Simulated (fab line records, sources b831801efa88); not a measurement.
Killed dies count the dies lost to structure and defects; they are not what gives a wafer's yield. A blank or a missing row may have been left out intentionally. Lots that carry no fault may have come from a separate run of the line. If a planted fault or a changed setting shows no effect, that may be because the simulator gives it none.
The same fault as seen by 2 desks || flow gf180mcu || numbers are kept per desk, each desk with only its own; the story behind them comes last

## DESK OF THE TOOL OWNER: wet_bench-01
The tool's own readings at GF_STI_WET_ETCH_28 (etches SiO2 in dHF, target depth 20 nm, time 40 s): means of the sampled wafers that have a number, for each lot that ran on this tool. The brackets show how far a lot's mean lies from the usual mean; more than 4 standard deviations puts the lot out of limits, marked OUT.
Columns: A = run_length_s at GF_STI_WET_ETCH_28, usual 67.5 s
{"lot": "L895", "first seen here": "day 2 06:40", "A": 65.0}
{"lot": "L899", "first seen here": "day 3 00:43", "A": 65.5}
{"lot": "L900", "first seen here": "day 3 05:43", "A": 64.5}
{"lot": "L906", "first seen here": "day 4 13:02", "A": 65.1}
{"lot": "L908", "first seen here": "day 5 01:30", "A": 64.9}
{"lot": "L909", "first seen here": "day 5 05:26", "A": "41.8 (-9.2) OUT"}
{"lot": "L910", "first seen here": "day 5 09:32", "A": "43.9 (-8.4) OUT"}
This desk's verdict: out of limits on L909, L910, starting with L909 at day 5 05:26 (run_length_s at GF_STI_WET_ETCH_28). Within limits: L895, L899, L900, L906, L908.

## METROLOGY DESK
What the gauges read, lot by lot, whatever tool the lot ran on: means of the sampled wafers that have a number. The brackets show how far a lot's mean lies from the usual mean; more than 4 standard deviations puts the lot out of limits, marked OUT.
Columns: A = STI_OXIDATION_01_THK at GF_STI_THK_MEAS_22, usual 15.1 nm; B = LVPWELL_OVL at GF_LVPWELL_OVL_MEAS_07, usual -0.8 nm
{"lot": "L895", "first seen here": "day 2 05:36", "A": 14.9, "B": -0.8}
{"lot": "L897", "first seen here": "day 2 13:38", "A": 15.1, "B": -0.9}
{"lot": "L899", "first seen here": "day 2 23:38", "A": 14.8, "B": -0.7}
{"lot": "L900", "first seen here": "day 3 04:40", "A": 15.2, "B": -3.1}
{"lot": "L903", "first seen here": "day 3 20:47", "A": 15.1, "B": -1.7}
{"lot": "L904", "first seen here": "day 4 01:57", "A": 14.7, "B": 0.1}
{"lot": "L905", "first seen here": "day 4 08:11", "A": 15.1, "B": -1.7}
{"lot": "L906", "first seen here": "day 4 11:59", "A": 14.9, "B": -2.6}
{"lot": "L907", "first seen here": "day 4 17:14", "A": 14.6, "B": -1.3}
{"lot": "L908", "first seen here": "day 5 00:26", "A": 14.7, "B": -0.3}
{"lot": "L909", "first seen here": "day 5 04:22", "A": 14.8, "B": -2.1}
{"lot": "L910", "first seen here": "day 5 08:25", "A": 15.6, "B": -2.0}
{"lot": "L911", "first seen here": "day 5 13:41", "A": 15.1, "B": 0.2}
{"lot": "L918", "first seen here": "day 7 04:01", "A": 15.1, "B": 0.8}
This desk found nothing out of limits on any of the 14 lots.

## ALL TOGETHER
At day 5 05:26, on L909, L910, the tool owner's desk was in a position to raise an alarm.
The metrology desk saw nothing out of limits.
The metrology desk holds a record of L909, L910, inside its limits.
The lots listed all ran GF_STI_WET_ETCH_28 on wet_bench-01.

## WHAT THE SIMULATOR PUT IN
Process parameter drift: wet_bench-01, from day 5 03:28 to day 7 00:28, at GF_STI_WET_ETCH_28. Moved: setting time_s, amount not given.
Lots struck among those shown: L909, L910.
Delay in hours, fault start to first out-of-limits reading, by desk: the tool owner's desk at 2.
